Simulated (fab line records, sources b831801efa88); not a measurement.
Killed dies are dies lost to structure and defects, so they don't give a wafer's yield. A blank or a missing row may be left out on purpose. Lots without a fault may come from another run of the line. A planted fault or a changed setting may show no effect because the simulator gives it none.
Which tool did it? | flow sky130 | 11 lots, 33 wafers sampled, at 3 steps of a route of 708

WHAT THE GAUGES READ, wafer by wafer
SKY_VIA2_CD_MEAS_12: target cd 200 nm.
lot  | measured     | on        | cd_nm (nm)
L873 | day 38 04:37 | cd_sem-01 | 201.9 201.1 199.8
L871 | day 38 05:55 | cd_sem-02 | 200.1 199.9 200.4
L874 | day 38 20:11 | cd_sem-02 | 201.3 201.4 200.3
L876 | day 39 08:17 | cd_sem-02 | 198.4 198.2 199.4
L878 | day 40 00:00 | cd_sem-02 | 199.4 199.8 199.4
L879 | day 40 04:02 | cd_sem-01 | 197.8 200.7 198.1
L880 | day 40 07:16 | cd_sem-01 | 199.7 201.2 201.1
L881 | day 40 16:07 | cd_sem-01 | 199.7 201.0 200.2
L882 | day 41 08:16 | cd_sem-01 | 200.0 199.6 200.5
L886 | day 42 00:45 | cd_sem-01 | 194.5 195.4 194.7 194.7 195.1 195.0
L888 | day 42 09:52 | cd_sem-01 | 197.4 197.6 196.3

WHICH TOOL RAN EACH LOT (tool, then ch and the chambers of the sampled wafers, then the start)
lot  | SKY_VIA1_ETCH_14                   | SKY_VIA2_EXPOSE_09
L873 | rie_diel-04 ch 0,3, day 35 19:04   | krf_scanner-02 ch 0, day 37 15:08
L871 | rie_diel-01 ch 0,3, day 35 21:05   | krf_scanner-01 ch 0, day 37 16:34
L874 | rie_diel-03 ch 0,1,3, day 36 12:41 | krf_scanner-02 ch 0, day 38 07:38
L876 | rie_diel-04 ch 0,2, day 37 00:16   | krf_scanner-01 ch 0, day 38 19:25
L878 | rie_diel-03 ch 1,2, day 37 15:56   | krf_scanner-01 ch 0, day 39 10:45
L879 | rie_diel-01 ch 0,3, day 37 21:20   | krf_scanner-01 ch 0, day 39 15:17
L880 | rie_diel-04 ch 0,2, day 38 01:08   | krf_scanner-01 ch 0, day 39 18:23
L881 | rie_diel-03 ch 1,2, day 38 10:05   | krf_scanner-02 ch 0, day 40 03:48
L882 | rie_diel-01 ch 0,2, day 39 03:04   | krf_scanner-01 ch 0, day 40 20:07
L886 | rie_diel-03 ch 2,3, day 39 19:26   | krf_scanner-01 ch 0, day 41 12:37
L888 | rie_diel-04 ch 0,2,3, day 40 06:26 | krf_scanner-01 ch 0, day 41 21:57
- SKY_VIA1_ETCH_14: etches BARC in N2/H2, stops on SiO2, time 45.9 s, target depth 60 nm.
- SKY_VIA2_EXPOSE_09: exposes mask VIM2, target cd 200 nm.

THE ANSWER, worked out from the rows above alone
Rule: what is usual is taken from the lots themselves. Put in order of their means at a reading, lots are off if they are a third of the lots or fewer, leave a main group of 4 or more, and stand apart from it by a gap of 3 or more times the standard deviation of the main group's means; of several such gaps the widest counts. A main group whose means are all the same, to the digits that the tables above print for the reading, isn't used. A lot without any number at a reading at which 4 lots or more have one is off too. The other lots that the step has rows for count as sound.
No lot is off at any reading shown: from this, nothing can be told.

WHAT THE SIMULATOR HAD PUT IN
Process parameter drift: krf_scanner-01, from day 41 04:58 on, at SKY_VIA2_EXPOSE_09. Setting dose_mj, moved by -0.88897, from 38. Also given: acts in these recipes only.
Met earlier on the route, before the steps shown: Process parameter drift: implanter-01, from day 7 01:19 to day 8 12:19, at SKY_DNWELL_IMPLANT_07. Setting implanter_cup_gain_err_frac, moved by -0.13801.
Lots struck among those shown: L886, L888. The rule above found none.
